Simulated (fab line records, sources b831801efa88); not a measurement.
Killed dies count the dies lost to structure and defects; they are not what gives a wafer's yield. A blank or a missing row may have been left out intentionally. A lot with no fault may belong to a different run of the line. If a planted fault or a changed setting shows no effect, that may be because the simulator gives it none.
8D (eight disciplines) problem report, filled in by code -- flow sky130 -- the parts of the form that need people (team, actions taken, sign-off) are left out

== 1. WHAT IS WRONG ==
NWELL_2_TW at SKY_NWELL_TW_MEAS_26 reads a mean of 883 on 9 wafers of 3 lots; wafers without a fault read 495 with a standard deviation of 7. Relative to the usual mean, that is a shift of +55 standard deviations.
Earliest sighting: wafer L891.1 on filmMetro-01 at day 7 07:34. The record holds 39 wafers of 13 lots with a number at this step. Rule for "out", or "out of limits": more than 4 standard deviations from the usual mean. Any other wafer with a number is counted as sound.

== 2. WHAT IT IS; WHAT IT IS NOT ==
question,is,is not
which readings at this step,NWELL_2_TW,-
which lots,"L891, L892, L893","L884, L888, L897, L900, L901, L902, L903, L904, L905, L907"
which wafers of those lots,all that have a number,-
read on which gauges,"filmMetro-01, filmMetro-04",filmMetro-03
when,from day 7 07:34,"up to then (6 sound wafers); but 24 sound wafers of L897, L900, L901, L902, L903, L904, L905, L907 came after"

== 3. WHAT RULES OUT EACH SUSPECT ==
Counting: a tool stays on the suspect list if, at a process step up to the reading, it processed all lots that are out and no sound lot following the first of them.
- the gauge at SKY_NWELL_TW_MEAS_26 is ruled out. The wafers that are out were read on 2 gauges (filmMetro-01, filmMetro-04).
- implanter-01 at SKY_NWELL_IMPLANT_24: ruled out as a lasting fault. The sound lots L903, L907 went through it after L891, its earliest lot that is out (day 7 07:19).
Left after counting: nothing in the record.

== 4. THE CAUSE (what the simulator had put in) ==
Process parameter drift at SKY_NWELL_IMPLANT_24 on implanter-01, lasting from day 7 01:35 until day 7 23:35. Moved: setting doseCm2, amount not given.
The count ruled it out by mistake, since the rule takes a fault to strike every lot its tool runs from the start of the fault on, and this one did not do so.

== 5. THE CHAIN OF EFFECTS, in route order ==
One row per reading whose mean, taken over the struck wafers that have a number, lies over 3 standard deviations from the usual. Readings are gone through only where the record gives a usual standard deviation; hours: the median, over the lots, of the time from a lot's start at the first step in this table giving one to that lot's start at this step; sigmas: the change measured in usual standard deviations.
hours,step,reading,usual,on struck wafers,change,sigmas
0,SKY_NWELL_IMPLANT_24,doseIonsCm2,9.201e+12,5.587e+13,+4.667e+13,+99 or more
0,SKY_NWELL_IMPLANT_24,faradayCurrentUA,51.8,317.4,+265.6,+99 or more
0,SKY_NWELL_TW_MEAS_26,NWELL_2_TW,495,883,+388,+55
It contains these process steps:
- SKY_NWELL_IMPLANT_24
Later measuring or inspecting steps at which every struck wafer that the step has a row for has a number for every such reading, and none has moved that far: SKY_NWELL_RS_MEAS_29, SKY_VT_ADJUST_HVTP_CD_MEAS_07.

== 6. HOW IT WOULD HAVE BEEN CAUGHT EARLIER ==
Counted from the fault's start at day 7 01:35, it took 6 hours until the first out-of-limits reading at a measuring or inspecting step in this record, taken at day 7 07:34.
Tool's own readings at SKY_NWELL_IMPLANT_24, doseIonsCm2, faradayCurrentUA: out on all struck wafers the step has rows for; an alarm limit on them would have tripped on the first.
